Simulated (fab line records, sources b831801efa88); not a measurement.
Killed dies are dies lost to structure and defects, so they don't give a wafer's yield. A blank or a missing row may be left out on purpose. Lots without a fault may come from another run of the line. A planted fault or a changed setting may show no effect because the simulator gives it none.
Problem report in the 8D (eight disciplines) form, filled by code | flow gf180mcu | the parts of the form that need people (team, actions taken, sign-off) are left out

1. THE PROBLEM
run_length_s at GF_STI_WET_ETCH_27 reads a mean of 1760 s on 9 wafers of 3 lots; wafers without a fault read 1854 s with a standard deviation of 3.7. That is -25 standard deviations from the usual mean.
The step: etches Si3N4 in H3PO4, target depth 160 nm, time 1825 s.
First seen on wafer L760.1, day 4 17:43, on wet_bench-04. The record holds 42 wafers of 14 lots with a number at this step. Rule for "out", or "out of limits": more than 4 standard deviations from the usual mean. The other wafers with a number count as sound.

2. WHAT IT IS AND WHAT IT IS NOT
question                    | is                     | is not
which readings at this step | run_length_s           | bath_heat_duty_pct
which lots                  | L760, L762, L763       | L748, L749, L750, L751, L752, L753, L754, L756, L767, L769, L770
which wafers of those lots  | all that have a number | -
read on which tools         | wet_bench-04           | wet_bench-01, wet_bench-02
when                        | from day 4 17:43       | up to then (24 sound wafers); but 9 sound wafers of L767, L769, L770 came after

3. SUSPECTS, AND WHAT RULES EACH OUT
Counting: a tool at a process step up to the reading stays a suspect if it ran every lot that is out and no sound lot after the first of them.
- wet_bench-04 at GF_STI_WET_ETCH_27 (etches Si3N4 in H3PO4, target depth 160 nm, time 1825 s): kept. It ran every lot that is out, first L760 (day 4 17:43), and no sound lot after that; its last sound lot up to then is L756 (day 3 20:44). Its own readings are out on those wafers: run_length_s.
Left after counting: wet_bench-04 at GF_STI_WET_ETCH_27.

4. THE CAUSE (what the simulator had put in)
Process parameter drift: wet_bench-04, from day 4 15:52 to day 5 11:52, at GF_STI_WET_ETCH_27. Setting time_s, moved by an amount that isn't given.
Counting left only this tool.

5. THE CHAIN OF EFFECTS, in route order
Each row: a reading whose mean over the struck wafers that have a number lies more than 3 standard deviations from the usual. Only readings for which the record gives a usual standard deviation are gone through. hours: the time from each lot's start at the first step in this table that gives one to its start at this step, as a median over the lots. sigmas: the change in usual standard deviations.
hours | step               | reading      | usual  | on struck wafers | change | sigmas
0     | GF_STI_WET_ETCH_27 | run_length_s | 1854 s | 1760             | -94    | -25
The process steps in it:
- GF_STI_WET_ETCH_27: etches Si3N4 in H3PO4, target depth 160 nm, time 1825 s.
Later measuring or inspecting steps at which every struck wafer that the step has a row for has a number for every such reading, and none has moved that far: GF_VT_IMPLANT_TW_MEAS_43.

6. WHAT WOULD HAVE CAUGHT IT SOONER
In this record the first reading out of limits was taken at day 4 17:43, 2 hours after the fault began at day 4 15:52.
